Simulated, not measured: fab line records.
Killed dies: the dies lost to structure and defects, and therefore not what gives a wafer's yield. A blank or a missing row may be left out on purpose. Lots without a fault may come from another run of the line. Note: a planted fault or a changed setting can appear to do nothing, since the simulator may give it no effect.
Which tool was responsible? ; flow gf180mcu ; 14 lots with 42 wafers sampled at 7 steps, on a route of 602 steps

== WHAT THE GAUGES SHOWED, per wafer ==
GF_V2_BOW_MEAS_05. Usual: V2_BOW gives 98 um (standard deviation 7).
lot;measured;on;V2_BOW (um);flag
L252;day 19 05:10;film-metro-04;103 96 114;
L253;day 19 13:26;film-metro-02;105 110 94;
L255;day 20 09:05;film-metro-02;96 101 93;
L256;day 21 05:01;film-metro-04;100 96 100;
L257;day 21 11:21;film-metro-04;96 95 101;
L259;day 22 01:36;film-metro-04;95 105 107;
L260;day 22 10:29;film-metro-04;109 100 98;
L268;day 25 02:03;film-metro-04;94 100 97;
L269;day 25 11:02;film-metro-01;93 84 104;
L270;day 25 16:35;film-metro-02;101 114 120;
L272;day 26 04:00;film-metro-01;104 99 95;
L273;day 26 13:49;film-metro-01;102 95 95;
L274;day 26 18:19;film-metro-01;104 97 97;
L275;day 27 05:34;film-metro-01;106 85 115;

GF_V2_RS_MEAS_24: measures by four-point-probe. Usual: V2_W_RS gives 0.326 ohm/sq (standard deviation 0.0042).
lot;measured;on;V2_W_RS (ohm/sq);flag
L252;day 20 06:44;film-metro-02;0.322 0.327 0.330;
L253;day 20 14:46;film-metro-04;0.320 0.327 0.329;
L255;day 21 10:33;film-metro-04;0.331 0.330 0.325;
L256;day 22 05:31;film-metro-01;0.325 0.321 0.329;
L257;day 22 11:54;film-metro-01;0.322 0.319 0.328;
L259;day 23 01:55;film-metro-01;43.911 43.014 43.914;OFF
L260;day 23 10:34;film-metro-04;44.718 44.146 43.953;OFF
L268;day 25 23:38;film-metro-04;0.317 0.319 0.328;
L269;day 26 09:17;film-metro-02;0.320 0.323 0.323;
L270;day 26 14:47;film-metro-04;0.326 0.320 0.329;
L272;day 27 01:41;film-metro-01;0.320 0.322 0.325;
L273;day 27 11:20;film-metro-02;0.322 0.332 0.321;
L274;day 27 15:30;film-metro-04;0.332 0.323 0.321;
L275;day 28 02:12;film-metro-01;0.335 0.336 0.322;

GF_V2_THK_MEAS_25: measures by xrf. Usual: V2_W_THK gives 341 nm (standard deviation 5.8).
lot;measured;on;V2_W_THK (nm);flag
L252;day 20 06:52;film-metro-02;348 343 341;
L253;day 20 14:53;film-metro-04;352 344 342;
L255;day 21 10:40;film-metro-04;340 340 345;
L256;day 22 05:36;film-metro-01;339 340 334;
L257;day 22 12:01;film-metro-01;341 345 333;
L259;day 23 02:01;film-metro-01;<0 - <0;OFF
L260;day 23 10:41;film-metro-04;<0 <0 <0;OFF
L268;day 25 23:44;film-metro-04;353 351 341;
L269;day 26 09:24;film-metro-02;351 346 346;
L270;day 26 14:53;film-metro-04;345 350 341;
L272;day 27 01:47;film-metro-01;343 343 337;
L273;day 27 11:28;film-metro-02;343 333 344;
L274;day 27 15:36;film-metro-04;338 346 351;
L275;day 28 02:19;film-metro-01;326 326 336;

GF_V3_THK_MEAS_01. Usual: V3_CVD_00_THK gives 598 nm (standard deviation 7).
lot;measured;on;V3_CVD_00_THK (nm);flag
L252;day 21 08:15;film-metro-04;601 595 603;
L253;day 21 16:51;film-metro-04;612 606 602;
L255;day 22 11:28;film-metro-01;597 597 590;
L256;day 23 05:41;film-metro-03;599 610 602;
L257;day 23 12:26;film-metro-04;604 601 595;
L268;day 26 22:11;film-metro-01;597 593 603;
L269;day 27 07:05;film-metro-01;609 604 609;
L270;day 27 12:19;film-metro-04;602 592 597;
L272;day 27 23:01;film-metro-04;603 603 593;
L273;day 28 08:52;film-metro-03;596 597 607;
L274;day 28 13:05;film-metro-03;599 606 593;
L275;day 28 23:02;film-metro-01;603 602 597;

== EACH LOT AND THE TOOL THAT RAN IT (in order: tool; ch and the chambers of the sampled wafers; start) ==
lot;GF_V2_CVD_23;GF_V2_CMP_26;GF_M3_METAL_ETCH_16
L252;cvd-w-01 ch 0,1, day 20 06:38;cmp-01 ch 0,1,3, day 20 06:58;rie-metal-04 ch 0,1, day 21 07:32
L253;cvd-w-02 ch 0,1, day 20 14:38;cmp-02 ch 1,2,3, day 20 14:56;rie-metal-03 ch 1, day 21 16:01
L255;cvd-w-02 ch 0,1, day 21 10:26;cmp-02 ch 0,1,2, day 21 10:47;rie-metal-03 ch 0,1, day 22 10:40
L256;cvd-w-01 ch 0,1, day 22 05:23;cmp-01 ch 0,2,3, day 22 05:44;rie-metal-04 ch 0,1, day 23 04:52
L257;cvd-w-01 ch 0,1, day 22 11:47;cmp-02 ch 0,1,2, day 22 12:11;rie-metal-02 ch 0,1, day 23 11:42
L259;cvd-w-01 ch 0,1, day 23 01:47;cmp-01 ch 0,1,2, day 23 02:04;-
L260;cvd-w-02 ch 1, day 23 10:26;cmp-02 ch 1,3, day 23 10:44;-
L268;cvd-w-01 ch 0,1, day 25 23:30;cmp-02 ch 0,3, day 25 23:50;rie-metal-02 ch 0,1, day 26 21:27
L269;cvd-w-01 ch 0, day 26 09:10;cmp-02 ch 0,1,2, day 26 09:34;rie-metal-02 ch 0,1, day 27 06:22
L270;cvd-w-01 ch 0,1, day 26 14:40;cmp-02 ch 0,2,3, day 26 15:02;rie-metal-03 ch 0,1, day 27 11:37
L272;cvd-w-01 ch 0,1, day 27 01:33;cmp-01 ch 0,3, day 27 01:53;rie-metal-02 ch 0,1, day 27 22:17
L273;cvd-w-01 ch 0,1, day 27 11:14;cmp-01 ch 0,1,3, day 27 11:31;rie-metal-02 ch 0,1, day 28 08:09
L274;cvd-w-01 ch 0,1, day 27 15:23;cmp-01 ch 0,1,2, day 27 15:44;rie-metal-03 ch 0,1, day 28 12:21
L275;cvd-w-01 ch 0,1, day 28 02:05;cmp-01 ch 0,3, day 28 02:23;rie-metal-04 ch 1, day 28 22:16
- GF_V2_CVD_23: deposits W, target thk 350 nm, time 104.94 s.
- GF_V2_CMP_26: polishes, stops on SiO2, t overpolish 15 s, target thk 0 nm.
- GF_M3_METAL_ETCH_16: etches the open film in Cl2/BCl3, stops on SiO2, target depth 627.5 nm, time 104.6 s.

== AS READ BY THE TOOLS THEMSELVES (means over the sampled wafers that have a number; for cases with no such wafer, the mark the record gives instead) ==
GF_V2_CVD_23. Usual: chamber-pressure-Torr 40.01 Torr, standard deviation 0.081; heater-power-outer-w 602 W, standard deviation 62; heater-power-w 941 W, standard deviation 99.
lot;tool;chamber-pressure-Torr (Torr);heater-power-outer-w (W);heater-power-w (W);flag
L252;cvd-w-01;40.01;593;896;
L253;cvd-w-02;40.01;647;1081;
L255;cvd-w-02;39.98;614;1002;
L256;cvd-w-01;40.03;571;875;
L257;cvd-w-01;40.02;566;875;
L259;cvd-w-01;-;-;-;OFF
L260;cvd-w-02;-;-;-;OFF
L268;cvd-w-01;39.98;578;893;
L269;cvd-w-01;39.92;548;842;
L270;cvd-w-01;40.12;607;922;
L272;cvd-w-01;39.99;579;883;
L273;cvd-w-01;39.94;580;889;
L274;cvd-w-01;39.97;581;885;
L275;cvd-w-01;39.97;604;910;

GF_V2_CMP_26. Usual: motor-current-A 11.8 A, standard deviation 1.3; slurry-flow-ml-min 150.0, standard deviation 0.48; time-to-endpoint-s 84 s, standard deviation 5.2.
lot;tool;motor-current-A (A);slurry-flow-ml-min;time-to-endpoint-s (s);flag
L252;cmp-01;12.0;150.2;91;
L253;cmp-02;11.5;150.3;87;
L255;cmp-02;11.8;150.2;83;
L256;cmp-01;12.4;150.0;86;
L257;cmp-02;12.2;149.7;81;
L259;cmp-01;10.9;150.1;2;OFF
L260;cmp-02;11.2;150.2;3;OFF
L268;cmp-02;11.8;149.8;82;
L269;cmp-02;11.9;149.1;87;
L270;cmp-02;11.7;150.5;84;
L272;cmp-01;12.6;149.5;81;
L273;cmp-01;12.3;149.8;85;
L274;cmp-01;11.3;149.7;80;
L275;cmp-01;12.4;150.2;80;

GF_M3_METAL_ETCH_16. Usual: drypump-motor-current-A 5.5 A, standard deviation 0.64; oes-product-au 0.970 a.u., standard deviation 0.0071; throttle-valve-pct 28.252 %, standard deviation 0.012.
lot;tool;drypump-motor-current-A (A);oes-product-au (a.u.);throttle-valve-pct (%);flag
L252;rie-metal-04;5.4;0.966;28.251;
L253;rie-metal-03;5.2;0.973;28.241;
L255;rie-metal-03;5.6;0.969;28.258;
L256;rie-metal-04;6.0;0.963;28.261;
L257;rie-metal-02;5.4;0.975;28.239;
L268;rie-metal-02;5.7;0.971;28.255;
L269;rie-metal-02;5.7;0.971;28.254;
L270;rie-metal-03;6.0;0.971;28.255;
L272;rie-metal-02;5.4;0.972;28.256;
L273;rie-metal-02;5.7;0.967;28.250;
L274;rie-metal-03;5.6;0.976;28.247;
L275;rie-metal-04;6.5;0.961;28.271;

== THE ANSWER, worked out from the rows above alone ==
Rule: take the mean of a lot's wafers that have a number; if it is more than 3 standard deviations from the usual mean, the lot is off. Also off: a lot with no number at a reading for which 4 or more lots have one. Any other lot the step has rows for is counted as sound. First the gauges in route order, then the tools' own readings, where a lot's mean is used as printed above. At the first step where some lot is off, the reading lying furthest off is the one used; lots without a number count as furthest.
Off: L259, L260, at GF_V2_RS_MEAS_24 (V2_W_RS).
A tool fits if, at a process step before that reading, it ran every lot that is off, and no sound lot after the first of them. The gauges at GF_V2_RS_MEAS_24 aren't tried: what is off there is off at GF_V2_CVD_23 too, on other tools, and a gauge's error can't cause that. No candidate that was tried fits.

== WHAT HAD BEEN PUT IN BY THE SIMULATOR ==
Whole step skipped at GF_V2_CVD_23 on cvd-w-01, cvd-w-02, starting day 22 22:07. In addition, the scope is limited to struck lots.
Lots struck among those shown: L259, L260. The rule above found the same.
